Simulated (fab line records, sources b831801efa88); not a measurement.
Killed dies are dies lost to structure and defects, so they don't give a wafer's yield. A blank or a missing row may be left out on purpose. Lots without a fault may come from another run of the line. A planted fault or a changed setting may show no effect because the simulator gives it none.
Problem report in the 8D (eight disciplines) form, filled by code | flow sky130 | the parts of the form that need people (team, actions taken, sign-off) are left out

1. THE PROBLEM
cd_nm at SKY_SONOS_ONO_CD_MEAS_13 reads a mean of 377.9 nm on 6 wafers of 2 lots; wafers without a fault read 410.7 nm with a standard deviation of 2.3. That is -14 standard deviations from the usual mean.
The step: target cd 410 nm.
First seen on wafer L380.1, day 19 20:42, on cd_sem-01. The record holds 42 wafers of 14 lots with a number at this step. Rule for "out", or "out of limits": more than 4 standard deviations from the usual mean. The other wafers with a number count as sound.

2. WHAT IT IS AND WHAT IT IS NOT
question                    | is                     | is not
which readings at this step | cd_nm                  | -
which lots                  | L380, L381             | L359, L361, L362, L363, L364, L369, L370, L371, L376, L378, L379, L382
which wafers of those lots  | all that have a number | -
read on which gauges        | cd_sem-01, cd_sem-02   | -
when                        | from day 19 20:42      | up to then (33 sound wafers); but 3 sound wafers of L382 came after

3. SUSPECTS, AND WHAT RULES EACH OUT
Counting: a tool at a process step up to the reading stays a suspect if it ran every lot that is out and no sound lot after the first of them.
- the gauge at SKY_SONOS_ONO_CD_MEAS_13: ruled out. The wafers that are out were read on 2 gauges (cd_sem-01, cd_sem-02).
- iline_stepper-01 at SKY_SONOS_ONO_EXPOSE_10 (exposes mask ONOM, target cd 410 nm): kept. It ran every lot that is out, first L380 (day 19 04:24), and no sound lot after that; its last sound lot up to then is L376 (day 18 04:34).
Left after counting: iline_stepper-01 at SKY_SONOS_ONO_EXPOSE_10.

4. THE CAUSE (what the simulator had put in)
Process parameter drift: iline_stepper-01, from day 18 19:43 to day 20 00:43, at SKY_SONOS_ONO_EXPOSE_10. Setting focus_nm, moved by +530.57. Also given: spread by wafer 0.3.
Counting left only this tool.

5. THE CHAIN OF EFFECTS, in route order
Each row: a reading whose mean over the struck wafers that have a number lies more than 3 standard deviations from the usual. Only readings for which the record gives a usual standard deviation are gone through. hours: the time from each lot's start at the first step in this table that gives one to its start at this step, as a median over the lots. sigmas: the change in usual standard deviations.
hours | step                     | reading | usual    | on struck wafers | change | sigmas
0     | SKY_SONOS_ONO_CD_MEAS_13 | cd_nm   | 410.7 nm | 377.9            | -32.8  | -14
Later measuring or inspecting steps at which every struck wafer that the step has a row for has a number for every such reading, and none has moved that far: SKY_GATE_OXIDE_THK_MEAS_02.

6. WHAT WOULD HAVE CAUGHT IT SOONER
In this record the first reading out of limits at a measuring or inspecting step was taken at day 19 20:42, 25 hours after the fault began at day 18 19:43.
All the lots that are out (2) had begun SKY_SONOS_ONO_EXPOSE_10 on iline_stepper-01 by day 19 20:42. A hold on the tool at that time would have spared none of them.
